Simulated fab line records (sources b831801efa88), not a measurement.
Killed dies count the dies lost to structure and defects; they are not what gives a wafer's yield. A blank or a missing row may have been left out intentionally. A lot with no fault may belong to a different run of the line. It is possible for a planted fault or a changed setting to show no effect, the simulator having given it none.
Which tool did it? -- flow sky130 -- 36 wafers from 12 lots sampled at 5 of the route's 708 steps

WHAT THE GAUGES READ, wafer by wafer
The record holds no reading of a measuring or inspecting step that can be judged against a usual standard deviation.

WHICH TOOL RAN EACH LOT (tool, then ch and the chambers of the sampled wafers, then the start)
lot,SKY_VT_ADJUST_LVTN_STRIP_20,SKY_METAL5_SPUTTER_01,SKY_METAL5_SPUTTER_02,SKY_METAL5_STRIP_16,SKY_PAD_OPEN_PROBE_99
L889,"plasma asher-03 ch 0,1, day 7 15:32","pvd sputter-02, day 42 20:11","pvd sputter-02, day 42 20:13","plasma asher-01 ch 0,1, day 43 19:36","prober-01, day 45 18:09"
L890,"plasma asher-02 ch 0,1, day 8 03:11","pvd sputter-04, day 43 00:31","pvd sputter-04, day 43 00:32","plasma asher-03 ch 0,1, day 44 00:09","prober-02, day 45 22:36"
L893,"plasma asher-03 ch 0,1, day 8 18:44","pvd sputter-02, day 44 08:59","pvd sputter-02, day 44 09:01","plasma asher-01 ch 0,1, day 45 07:11","prober-01, day 47 03:10"
L895,"plasma asher-02 ch 0, day 9 12:05","pvd sputter-04, day 44 19:01","pvd sputter-04, day 44 19:02","plasma asher-01 ch 0, day 45 16:41","prober-01, day 47 12:50"
L896,"plasma asher-03 ch 0,1, day 9 13:02","pvd sputter-01, day 44 19:09","pvd sputter-01, day 44 19:10","plasma asher-03 ch 0,1, day 45 16:59","prober-02, day 47 14:23"
L898,"plasma asher-04 ch 0,1, day 10 02:45","pvd sputter-04, day 45 05:22","pvd sputter-04, day 45 05:23","plasma asher-02 ch 0,1, day 46 02:15","prober-02, day 47 22:09"
L899,"plasma asher-04 ch 0,1, day 10 09:24","pvd sputter-02, day 45 12:48","pvd sputter-02, day 45 12:49","plasma asher-01 ch 0,1, day 46 09:19","prober-01, day 48 03:33"
L900,"plasma asher-03 ch 0,1, day 10 15:51","pvd sputter-01, day 45 21:27","pvd sputter-01, day 45 21:28","plasma asher-01 ch 0,1, day 46 18:03","prober-02, day 48 12:19"
L901,"plasma asher-04 ch 0,1, day 10 22:59","pvd sputter-01, day 46 00:13","pvd sputter-01, day 46 00:14","plasma asher-01 ch 0,1, day 46 20:29","prober-01, day 48 14:46"
L902,"plasma asher-04 ch 0,1, day 11 05:05","pvd sputter-02, day 46 04:05","pvd sputter-02, day 46 04:06","plasma asher-03 ch 0,1, day 47 00:40","prober-02, day 48 18:08"
L906,"plasma asher-03 ch 0,1, day 12 18:31","pvd sputter-04, day 47 22:29","pvd sputter-04, day 47 22:31","plasma asher-02 ch 0,1, day 48 17:38","prober-01, day 50 07:55"
L908,"plasma asher-03 ch 0,1, day 13 11:55","pvd sputter-02, day 48 04:24","pvd sputter-02, day 48 04:25","plasma asher-01 ch 0,1, day 48 23:00","prober-01, day 50 11:44"
- SKY_VT_ADJUST_LVTN_STRIP_20: strips in O2/N2.
- SKY_METAL5_SPUTTER_01: material TiN, target thk 20 nm, time 16.7 s.
- SKY_METAL5_SPUTTER_02: material AlCu, target thk 1150 nm, time 61.2 s.
- SKY_METAL5_STRIP_16: strips in O2/N2.
- SKY_PAD_OPEN_PROBE_99

WHAT THE TOOLS THEMSELVES READ (means of the sampled wafers that have a number; where no wafer has one, the mark that the record gives instead)
SKY_VT_ADJUST_LVTN_STRIP_20. Usual: drypump motor current A 5.7 A, standard deviation 0.32; oes product au 0.715 a.u., standard deviation 0.0042; strip time to endpoint s 14.18 s, standard deviation 0.032.
lot,tool,drypump motor current A (A),oes product au (a.u.),strip time to endpoint s (s),flag
L889,plasma asher-03,5.4,0.715,14.18,
L890,plasma asher-02,5.6,0.720,14.22,
L893,plasma asher-03,5.4,0.713,14.17,
L895,plasma asher-02,5.3,0.721,14.18,
L896,plasma asher-03,5.7,0.717,14.19,
L898,plasma asher-04,5.8,0.721,14.16,
L899,plasma asher-04,6.0,0.715,14.19,
L900,plasma asher-03,5.4,0.716,14.17,
L901,plasma asher-04,6.0,0.715,14.14,
L902,plasma asher-04,5.8,0.720,14.18,
L906,plasma asher-03,5.4,0.713,14.21,
L908,plasma asher-03,5.7,0.717,14.19,

SKY_METAL5_SPUTTER_01. Usual: cathode dc power W 6500.0 W, standard deviation 1.1; throttle valve pct 30.6 %, standard deviation 0.85.
lot,tool,cathode dc power W (W),throttle valve pct (%),flag
L889,pvd sputter-02,6500.9,30.8,
L890,pvd sputter-04,6499.5,31.3,
L893,pvd sputter-02,6499.2,29.8,
L895,pvd sputter-04,6499.3,31.5,
L896,pvd sputter-01,6500.2,30.7,
L898,pvd sputter-04,6500.2,31.5,
L899,pvd sputter-02,6499.2,30.3,
L900,pvd sputter-01,6500.7,29.9,
L901,pvd sputter-01,6501.2,30.3,
L902,pvd sputter-02,6499.3,30.4,
L906,pvd sputter-04,6500.4,31.1,
L908,pvd sputter-02,6501.3,30.0,

SKY_METAL5_SPUTTER_02. Usual: cathode dc power W 10600 W, standard deviation 1.9; throttle valve pct 30.6 %, standard deviation 0.87.
lot,tool,cathode dc power W (W),throttle valve pct (%),flag
L889,pvd sputter-02,10598,30.6,
L890,pvd sputter-04,10600,31.2,
L893,pvd sputter-02,10598,29.8,
L895,pvd sputter-04,10601,31.5,
L896,pvd sputter-01,10600,30.6,
L898,pvd sputter-04,10600,31.9,
L899,pvd sputter-02,10599,30.1,
L900,pvd sputter-01,10599,30.0,
L901,pvd sputter-01,10599,30.4,
L902,pvd sputter-02,10601,30.3,
L906,pvd sputter-04,10599,31.2,
L908,pvd sputter-02,10599,29.9,

SKY_METAL5_STRIP_16. Usual: drypump motor current A 5.51 A, standard deviation 0.21; oes product au 0.710 a.u., standard deviation 0.005; strip time to endpoint s 13.2 s, standard deviation 0.31.
lot,tool,drypump motor current A (A),oes product au (a.u.),strip time to endpoint s (s),flag
L889,plasma asher-01,5.44,0.706,13.0,
L890,plasma asher-03,5.44,0.712,13.2,
L893,plasma asher-01,5.49,0.710,13.6,
L895,plasma asher-01,5.55,0.705,12.9,
L896,plasma asher-03,5.67,0.714,13.6,
L898,plasma asher-02,5.48,0.708,12.9,
L899,plasma asher-01,5.50,0.709,13.4,
L900,plasma asher-01,5.48,0.709,13.3,
L901,plasma asher-01,5.43,0.711,13.4,
L902,plasma asher-03,5.67,0.716,12.7,
L906,plasma asher-02,5.47,0.713,13.3,
L908,plasma asher-01,5.50,0.711,12.8,

SKY_PAD_OPEN_PROBE_99. Usual: killed_at_M0_to_M3 45, standard deviation 6.6; killed_at_M4_up 3.1, standard deviation 1.6; killed at contacts 24, standard deviation 5; killed at front end 14, standard deviation 4.4; killed at other 0.3, standard deviation 0.58; killed dies 87, standard deviation 9.2; killed open 47, standard deviation 6.7; killed short 40, standard deviation 6.4.
lot,tool,killed_at_M0_to_M3,killed_at_M4_up,killed at contacts,killed at front end,killed at other,killed dies,killed open,killed short,flag
L889,prober-01,38,2.0,25,11,0.3,77,46,31,
L890,prober-02,40,3.7,27,17,0.0,87,45,42,
L893,prober-01,48,3.0,22,13,0.3,86,52,34,
L895,prober-01,43,3.7,27,12,0.0,86,47,39,
L896,prober-02,53,2.7,22,11,0.0,88,40,48,
L898,prober-02,44,2.0,20,12,0.0,78,43,34,
L899,prober-01,43,3.0,31,18,0.7,96,46,50,
L900,prober-02,39,3.7,26,16,0.7,86,41,45,
L901,prober-01,47,3.0,22,11,0.3,83,46,37,
L902,prober-02,48,2.0,23,11,0.0,84,46,38,
L906,prober-01,37,3.3,22,52,1.0,116,41,32,OFF
L908,prober-01,52,4.0,33,37,0.3,126,57,48,OFF

THE ANSWER, worked out from the rows above alone
Rule: lot off if the mean of its wafers having a number is beyond 3 standard deviations from the usual mean. Also off: a lot with no number at a reading for which 4 or more lots have one. Where the step has rows for the other lots, those lots are counted as sound. First the gauges in route order, then the tools' own readings, where a lot's mean is used as printed above. The first step at which some lot is off is used, and at that step the reading that is off furthest; a lot without a number counts as furthest.
Off: L906, L908, at SKY_PAD_OPEN_PROBE_99 (killed at front end).
A tool fits if, at that step or a process step before it, it ran every lot that is off, and no sound lot after the first of them. This does not decide it: 2 tools fit, namely plasma asher-03 at SKY_VT_ADJUST_LVTN_STRIP_20 and prober-01 at SKY_PAD_OPEN_PROBE_99.

WHAT THE SIMULATOR HAD INSERTED
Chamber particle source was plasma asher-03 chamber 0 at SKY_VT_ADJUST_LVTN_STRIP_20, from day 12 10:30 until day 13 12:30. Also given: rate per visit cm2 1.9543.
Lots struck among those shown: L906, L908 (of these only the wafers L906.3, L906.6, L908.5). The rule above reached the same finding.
